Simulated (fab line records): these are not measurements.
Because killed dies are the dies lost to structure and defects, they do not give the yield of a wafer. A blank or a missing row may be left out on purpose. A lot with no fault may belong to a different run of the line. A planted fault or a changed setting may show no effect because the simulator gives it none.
fab line records + flow gf180mcu + part 2 of 2: steps 25 to 36 of 36
[record]
- lots = 5
- wafers = 15
- last_day = 33
route steps=602 shown HV_LDD@222 NSD@235 PSD@248
lots with no fault: from the same line, run without faults
start_h: hours from the record's first day to the start of the lot's first wafer shown + wait_h: time in hours since the lot's previous step + " repeats the value in the row above + L1.1+2: a single row standing in for several wafers + - value missing, or start not given + * or withheld: withheld + < > ~ a bound
route shown NAME@n: NAME is a module with steps in the file, n the number in the route of the first one + usual: mean/standard deviation taken from wafers without a fault + same: alike in all rows + chamber/n: place in a boat + sites: readings site by site + _std_site: how widely they spread, as a standard deviation + _edge_site: outer sites' mean less inner sites' + radius_mm: for every site, how far away it sits from the centre of the wafer + mask NAME#n: copy n + behind: the last tool/chamber to shape the wafer + hold: what put the lot on hold/how long, in hours/how the hold closed + device: the n, p or np transistor that did not switch + end of line: at the end of the route, the tests of the same wafers + step lacking rows: just its recipe + killed: count of dies lost to structure and defects at first sort (not the wafer's yield) + map: shows each die of a wafer: x if killed, . if not, _ if none is there
set.NAME: the setting the step ran with; set.NAME@STEP: the setting that earlier step ran with + model.NAME: the simulator's own value behind a step, which no gauge read
lots seen at some steps along the route; tables by step, rows by wafer
services: a tool's chamber out of use, with start hour (start_h, from the record's first day; less than 0 if before it), hours out, and reason
[[steps]]
[step GF_NSD_STRIP_11]
[recipe]
- chemistry = O2/N2
- power_w = 1400
- pressure_mtorr = 1500
- platen_temp_c = 250
- o2_flow_sccm = 3000
- n2_flow_sccm = 300
- overash_fraction = 0.5
[usual]
- drypump_motor_current_A = 5.9/0.39
- heater_power_w = 339/27
- o2_flow_sccm = 3000/10
- oes_product_au = 0.487/0.0048
- strip_time_to_endpoint_s = 22.94/0.038
| lot.wafer | tool            | chamber | start_h | wait_h | drypump_motor_current_A | heater_power_w | o2_flow_sccm | oes_product_au | rf_hours_counter_h | strip_time_to_endpoint_s |
|-----------|-----------------|---------|---------|--------|-------------------------|----------------|--------------|----------------|--------------------|--------------------------|
| L074.2    | plasma_asher-03 | 0       | 294.51  | 0.1    | 6.0                     | 333            | 3021         | 0.484          | 68                 | 22.91                    |
| L074.3    | "               | 1       | "       | "      | 5.2                     | 297            | 3012         | 0.482          | -                  | 22.88                    |
| L074.4    | "               | 0       | "       | "      | 6.0                     | 326            | 3016         | 0.490          | -                  | 22.90                    |
| L077.2    | plasma_asher-02 | 0       | 323.46  | 0.1    | 5.9                     | 346            | 2997         | 0.494          | 49                 | 22.91                    |
| L077.4    | "               | 1       | "       | "      | 6.1                     | 371            | 3000         | 0.480          | -                  | 22.96                    |
| L077.6    | "               | 0       | "       | "      | 5.9                     | 343            | 3006         | 0.484          | -                  | 22.92                    |
| L089.4    | plasma_asher-03 | 1       | 420.79  | 0.1    | 5.3                     | 290            | 2995         | 0.482          | -                  | 22.96                    |
| L089.5    | "               | 0       | "       | "      | 6.0                     | 330            | 3007         | 0.488          | -                  | 22.93                    |
| L089.6    | "               | 1       | "       | "      | 5.3                     | 297            | 2992         | 0.484          | -                  | 22.96                    |
| L091.1    | plasma_asher-02 | 1       | 438.76  | 0.1    | 6.1                     | 366            | 3001         | 0.491          | 62                 | 22.90                    |
| L091.2    | "               | 0       | "       | "      | 5.9                     | 351            | 3008         | 0.479          | 62                 | 22.94                    |
| L091.5    | "               | 1       | "       | "      | 6.2                     | 377            | 3001         | 0.484          | -                  | 22.96                    |
| L094.1    | plasma_asher-01 | 0       | 460.16  | 0.1    | 6.6                     | 305            | 2998         | 0.485          | 35                 | 22.97                    |
| L094.3    | "               | 1       | "       | "      | 5.7                     | 366            | 3017         | 0.488          | -                  | 22.94                    |
| L094.4    | "               | 0       | "       | "      | 6.6                     | 313            | 2991         | 0.493          | -                  | 22.92                    |
[step GF_NSD_TW_MEAS_12]
[usual]
- NSD_TW = 4219/42
| lot.wafer | tool          | chamber | start_h | wait_h | NSD_TW |
|-----------|---------------|---------|---------|--------|--------|
| L074.2    | film_metro-02 | -       | 294.62  | 0.1    | 4277   |
| L074.3    | "             | -       | "       | "      | 4270   |
| L074.4    | "             | -       | "       | "      | 4258   |
| L077.2    | film_metro-01 | -       | 323.57  | 0.1    | 4166   |
| L077.4    | "             | -       | "       | "      | 4205   |
| L077.6    | "             | -       | "       | "      | 4192   |
| L089.4    | film_metro-02 | -       | 420.89  | 0.1    | 4255   |
| L089.5    | "             | -       | "       | "      | 4267   |
| L089.6    | "             | -       | "       | "      | 4245   |
| L091.1    | film_metro-02 | -       | 438.86  | 0.1    | 4242   |
| L091.2    | "             | -       | "       | "      | 4236   |
| L091.5    | "             | -       | "       | "      | 4235   |
| L094.1    | film_metro-02 | -       | 460.26  | 0.1    | 4242   |
| L094.3    | "             | -       | "       | "      | 4272   |
| L094.4    | "             | -       | "       | "      | 4246   |
[step GF_PSD_DEHYDRATE_00]
[recipe]
- temp_c = 200
- time_s = 60
[usual]
- exhaust_pa = 45.1/0.86
| lot.wafer | tool           | chamber | start_h | wait_h | exhaust_pa |
|-----------|----------------|---------|---------|--------|------------|
| L074.2    | litho_track-01 | 0       | 304.33  | 9.7    | 45.7       |
| L074.3    | "              | 0       | "       | "      | 44.8       |
| L074.4    | "              | 0       | "       | "      | 44.7       |
| L077.2    | litho_track-01 | 0       | 333.33  | 9.7    | 45.2       |
| L077.4    | "              | 0       | "       | "      | 45.2       |
| L077.6    | "              | 0       | "       | "      | 45.4       |
| L089.4    | litho_track-02 | 0       | 432.32  | 11.4   | 44.9       |
| L089.5    | "              | 0       | "       | "      | 46.6       |
| L089.6    | "              | 0       | "       | "      | 45.8       |
| L091.1    | litho_track-04 | 0       | 450.39  | 11.5   | 44.9       |
| L091.2    | "              | 0       | "       | "      | 45.0       |
| L091.5    | "              | 0       | "       | "      | 46.2       |
| L094.1    | litho_track-01 | 0       | 471.80  | 11.5   | 46.4       |
| L094.3    | "              | 0       | "       | "      | 46.4       |
| L094.4    | "              | 0       | "       | "      | 46.8       |
[step GF_PSD_HMDS_01]
[recipe]
- prime_time_s = 60
- prime_temp_c = 120
[usual]
- exhaust_pa = 45.2/0.83
| lot.wafer | tool           | chamber | start_h | wait_h | exhaust_pa |
|-----------|----------------|---------|---------|--------|------------|
| L074.2    | litho_track-01 | 0       | 304.48  | 0.1    | 44.4       |
| L074.3    | "              | 0       | "       | "      | 46.4       |
| L074.4    | "              | 0       | "       | "      | 45.6       |
| L077.2    | litho_track-01 | 0       | 333.48  | 0.1    | 44.6       |
| L077.4    | "              | 0       | "       | "      | 43.7       |
| L077.6    | "              | 0       | "       | "      | 43.3       |
| L089.4    | litho_track-02 | 0       | 432.47  | 0.1    | 43.9       |
| L089.5    | "              | 0       | "       | "      | 45.0       |
| L089.6    | "              | 0       | "       | "      | 45.2       |
| L091.1    | litho_track-04 | 0       | 450.54  | 0.1    | 42.8       |
| L091.2    | "              | 0       | "       | "      | 45.0       |
| L091.5    | "              | 0       | "       | "      | 45.4       |
| L094.1    | litho_track-01 | 0       | 471.95  | 0.1    | 44.4       |
| L094.3    | "              | 0       | "       | "      | 44.7       |
| L094.4    | "              | 0       | "       | "      | 44.1       |
[step GF_PSD_COAT_02]
[recipe]
- resist = NOVOLAK
- spin_rpm = 3000
- resist_thk_nm = 1000
[usual]
- exhaust_pa = 45.2/0.89
| lot.wafer | tool           | chamber | start_h | wait_h | exhaust_pa |
|-----------|----------------|---------|---------|--------|------------|
| L074.2    | litho_track-01 | 0       | 304.63  | 0.1    | 45.3       |
| L074.3    | "              | 0       | "       | "      | 45.7       |
| L074.4    | "              | 0       | "       | "      | 45.1       |
| L077.2    | litho_track-01 | 0       | 333.63  | 0.1    | 47.4       |
| L077.4    | "              | 0       | "       | "      | 44.5       |
| L077.6    | "              | 0       | "       | "      | 45.3       |
| L089.4    | litho_track-02 | 0       | 432.62  | 0.1    | 44.4       |
| L089.5    | "              | 0       | "       | "      | 43.8       |
| L089.6    | "              | 0       | "       | "      | 44.1       |
| L091.1    | litho_track-04 | 0       | 450.69  | 0.1    | 44.4       |
| L091.2    | "              | 0       | "       | "      | 44.3       |
| L091.5    | "              | 0       | "       | "      | 44.4       |
| L094.1    | litho_track-01 | 0       | 472.10  | 0.1    | 45.6       |
| L094.3    | "              | 0       | "       | "      | 46.9       |
| L094.4    | "              | 0       | "       | "      | 45.9       |
[step GF_PSD_SOFTBAKE_03]
[recipe]
- temp_c = 90
- time_s = 60
- resist = NOVOLAK
[usual]
- exhaust_pa = 45.2/0.89
| lot.wafer | tool           | chamber | start_h | wait_h | exhaust_pa |
|-----------|----------------|---------|---------|--------|------------|
| L074.2    | litho_track-01 | 0       | 304.78  | 0.1    | 47.4       |
| L074.3    | "              | 0       | "       | "      | 46.8       |
| L074.4    | "              | 0       | "       | "      | 46.2       |
| L077.2    | litho_track-01 | 0       | 333.78  | 0.1    | 46.1       |
| L077.4    | "              | 0       | "       | "      | 46.2       |
| L077.6    | "              | 0       | "       | "      | 44.8       |
| L089.4    | litho_track-02 | 0       | 432.77  | 0.1    | 45.8       |
| L089.5    | "              | 0       | "       | "      | 44.7       |
| L089.6    | "              | 0       | "       | "      | 45.3       |
| L091.1    | litho_track-04 | 0       | 450.84  | 0.1    | 44.7       |
| L091.2    | "              | 0       | "       | "      | 44.3       |
| L091.5    | "              | 0       | "       | "      | 44.1       |
| L094.1    | litho_track-01 | 0       | 472.25  | 0.1    | 44.6       |
| L094.3    | "              | 0       | "       | "      | 45.7       |
| L094.4    | "              | 0       | "       | "      | 45.8       |
[step GF_PSD_EXPOSE_04]
[recipe]
- mask_id = Pplus
- target_cd_nm = 400
- na = 0.6
- source_shape = conventional
- sigma_outer = 0.6
- dose_mj = 140
[usual]
- reticle_temp_C = 23.01/0.1
- stage_vel_mm_s = 499.98/0.23
| lot.wafer | tool             | chamber | start_h | wait_h | mask    | reticle_temp_C | stage_vel_mm_s |
|-----------|------------------|---------|---------|--------|---------|----------------|----------------|
| L074.2    | iline_stepper-02 | 0       | -       | -      | Pplus#0 | 23.03          | 500.15         |
| L074.3    | "                | 0       | "       | "      | Pplus#0 | 23.18          | 499.75         |
| L074.4    | "                | 0       | "       | "      | Pplus#0 | 23.13          | 499.92         |
| L077.2    | iline_stepper-01 | 0       | -       | -      | Pplus#0 | 22.97          | 499.76         |
| L077.4    | "                | 0       | "       | "      | Pplus#0 | 23.05          | 499.89         |
| L077.6    | "                | 0       | "       | "      | Pplus#0 | 22.89          | 499.87         |
| L089.4    | iline_stepper-02 | 0       | -       | -      | Pplus#0 | 22.99          | 500.03         |
| L089.5    | "                | 0       | "       | "      | Pplus#0 | 22.92          | 499.92         |
| L089.6    | "                | 0       | "       | "      | Pplus#0 | 23.03          | 500.09         |
| L091.1    | iline_stepper-02 | 0       | -       | -      | Pplus#0 | 23.10          | 499.84         |
| L091.2    | "                | 0       | "       | "      | Pplus#0 | 23.10          | 499.85         |
| L091.5    | "                | 0       | "       | "      | Pplus#0 | 23.10          | 500.25         |
| L094.1    | iline_stepper-02 | 0       | -       | -      | Pplus#0 | 22.95          | 500.42         |
| L094.3    | "                | 0       | "       | "      | Pplus#0 | 22.95          | 500.01         |
| L094.4    | "                | 0       | "       | "      | Pplus#0 | 22.99          | 499.87         |
[step GF_PSD_PEB_05]
[recipe]
- temp_c = withheld
- time_s = *
- resist = NOVOLAK
[usual]
- exhaust_pa = 45.0/1.1
| lot.wafer | tool           | chamber | start_h | wait_h | exhaust_pa |
|-----------|----------------|---------|---------|--------|------------|
| L074.2    | litho_track-01 | 0       | -       | -      | 44.9       |
| L074.3    | "              | 0       | "       | "      | 44.4       |
| L074.4    | "              | 0       | "       | "      | 44.2       |
| L077.2    | litho_track-02 | 0       | -       | -      | 44.6       |
| L077.4    | "              | 0       | "       | "      | 44.0       |
| L077.6    | "              | 0       | "       | "      | 43.5       |
| L089.4    | litho_track-04 | 0       | -       | -      | 45.0       |
| L089.5    | "              | 0       | "       | "      | 45.5       |
| L089.6    | "              | 0       | "       | "      | 45.4       |
| L091.1    | litho_track-02 | 0       | -       | -      | 44.3       |
| L091.2    | "              | 0       | "       | "      | 46.5       |
| L091.5    | "              | 0       | "       | "      | 45.6       |
| L094.1    | litho_track-04 | 0       | -       | -      | 46.0       |
| L094.3    | "              | 0       | "       | "      | 44.7       |
| L094.4    | "              | 0       | "       | "      | 46.0       |
[step GF_PSD_DEVELOP_06]
[recipe]
- develop_time_s = 60
- dev_temp_c = 23
[usual]
- developer_temp_C = 22.97/0.11
- exhaust_pa = 44.9/0.84
| lot.wafer | tool           | chamber | start_h | wait_h | developer_temp_C | exhaust_pa |
|-----------|----------------|---------|---------|--------|------------------|------------|
| L074.2    | litho_track-01 | 0       | 315.03  | 0.1    | 23.11            | 44.5       |
| L074.3    | "              | 0       | "       | "      | 23.02            | 44.8       |
| L074.4    | "              | 0       | "       | "      | 23.08            | 44.9       |
| L077.2    | litho_track-02 | 0       | 344.67  | 0.1    | 23.01            | 44.4       |
| L077.4    | "              | 0       | "       | "      | 23.07            | 45.7       |
| L077.6    | "              | 0       | "       | "      | 22.92            | 44.2       |
| L089.4    | litho_track-04 | 0       | 444.96  | 0.1    | 22.87            | 44.1       |
| L089.5    | "              | 0       | "       | "      | 22.99            | 45.9       |
| L089.6    | "              | 0       | "       | "      | 23.09            | 46.2       |
| L091.1    | litho_track-02 | 0       | 462.55  | 0.1    | 22.89            | 45.2       |
| L091.2    | "              | 0       | "       | "      | 23.00            | 46.0       |
| L091.5    | "              | 0       | "       | "      | 22.84            | 45.3       |
| L094.1    | litho_track-04 | 0       | 484.44  | 0.1    | 23.12            | 44.8       |
| L094.3    | "              | 0       | "       | "      | 23.15            | 44.5       |
| L094.4    | "              | 0       | "       | "      | 22.97            | 44.4       |
[step GF_PSD_CD_MEAS_07]
[recipe]
- target_cd_nm = 400
[usual]
- cd_nm = 399.9/2.6
| lot.wafer | tool      | chamber | start_h | wait_h | cd_nm |
|-----------|-----------|---------|---------|--------|-------|
| L074.2    | cd_sem-02 | -       | 315.17  | 0.1    | 399.9 |
| L074.3    | "         | -       | "       | "      | 400.7 |
| L074.4    | "         | -       | "       | "      | 403.5 |
| L077.2    | cd_sem-02 | -       | 344.82  | 0.1    | 399.3 |
| L077.4    | "         | -       | "       | "      | 396.6 |
| L077.6    | "         | -       | "       | "      | 396.4 |
| L089.4    | cd_sem-02 | -       | 445.10  | 0.1    | 401.9 |
| L089.5    | "         | -       | "       | "      | 401.2 |
| L089.6    | "         | -       | "       | "      | 402.4 |
| L091.1    | cd_sem-01 | -       | 462.70  | 0.1    | 395.5 |
| L091.2    | "         | -       | "       | "      | 396.5 |
| L091.5    | "         | -       | "       | "      | 399.0 |
| L094.1    | cd_sem-02 | -       | 484.59  | 0.1    | 397.3 |
| L094.3    | "         | -       | "       | "      | 399.4 |
| L094.4    | "         | -       | "       | "      | 399.8 |
[step GF_PSD_OVL_MEAS_08]
[usual]
- PSD_OVL = -0.7/1.4
| lot.wafer | tool       | chamber | start_h | wait_h | PSD_OVL[nm] |
|-----------|------------|---------|---------|--------|-------------|
| L074.2    | overlay-01 | -       | 315.28  | 0.1    | -0.3        |
| L074.3    | "          | -       | "       | "      | -0.7        |
| L074.4    | "          | -       | "       | "      | -0.3        |
| L077.2    | overlay-01 | -       | 344.92  | 0.1    | -1.3        |
| L077.4    | "          | -       | "       | "      | -2.0        |
| L077.6    | "          | -       | "       | "      | 0.6         |
| L089.4    | overlay-02 | -       | 445.17  | 0.1    | -1.9        |
| L089.5    | "          | -       | "       | "      | -2.1        |
| L089.6    | "          | -       | "       | "      | -1.9        |
| L091.1    | overlay-01 | -       | 462.82  | 0.1    | 1.7         |
| L091.2    | "          | -       | "       | "      | 0.9         |
| L091.5    | "          | -       | "       | "      | -0.1        |
| L094.1    | overlay-01 | -       | 484.71  | 0.1    | 1.5         |
| L094.3    | "          | -       | "       | "      | 0.0         |
| L094.4    | "          | -       | "       | "      | 0.6         |
[step GF_PSD_IMPLANT_09]
[recipe]
- species = BF2
- energy_kev = 40
- dose_cm2 = 1.5e+15
- tilt_deg = 7
| lot.wafer  | tool         | chamber | start_h | wait_h |
|------------|--------------|---------|---------|--------|
| L074.2+3+4 | implanter-03 | 0       | 315.33  | 0.0    |
| L077.2+4+6 | implanter-04 | 0       | 344.98  | 0.0    |
| L089.4+5+6 | implanter-01 | 0       | 445.27  | 0.1    |
| L091.1+2+5 | implanter-01 | 0       | 462.85  | 0.0    |
| L094.1+3+4 | implanter-03 | 0       | 484.74  | 0.0    |
[[services]]
| tool             | chamber | start_h | hours | kind   |
|------------------|---------|---------|-------|--------|
| plasma_asher-02  | -       | 260.85  | 18.8  | repair |
| implanter-02     | -       | 266.59  | 5.1   | repair |
| plasma_asher-02  | -       | 276.27  | 0.8   | repair |
| implanter-02     | -       | 279.20  | 3.8   | pm     |
| implanter-01     | -       | 280.24  | 3.3   | repair |
| plasma_asher-02  | -       | 289.55  | 1.9   | repair |
| implanter-02     | -       | 295.65  | 4.7   | repair |
| implanter-02     | -       | 316.01  | 3.3   | repair |
| implanter-01     | -       | 326.77  | 2.8   | repair |
| implanter-01     | -       | 332.16  | 5.2   | repair |
| plasma_asher-03  | -       | 336.43  | 11.6  | pm     |
| implanter-03     | -       | 348.09  | 2.0   | repair |
| rie_diel-03      | 1       | 349.67  | 2.4   | repair |
| wet_bench-04     | -       | 372.96  | 6.2   | repair |
| implanter-01     | -       | 373.85  | 4.7   | repair |
| plasma_asher-03  | -       | 374.18  | 0.6   | repair |
| rie_diel-03      | 3       | 389.08  | 7.5   | repair |
| iline_stepper-02 | -       | 393.38  | 1.6   | repair |
| implanter-03     | -       | 398.20  | 3.3   | pm     |
| plasma_asher-02  | -       | 415.58  | 7.5   | repair |
| plasma_asher-03  | -       | 421.25  | 9.0   | pm     |
| iline_stepper-02 | -       | 425.00  | 1.7   | pm     |
| rie_diel-03      | -       | 451.38  | 14.6  | pm     |
| plasma_asher-02  | -       | 456.65  | 4.6   | repair |
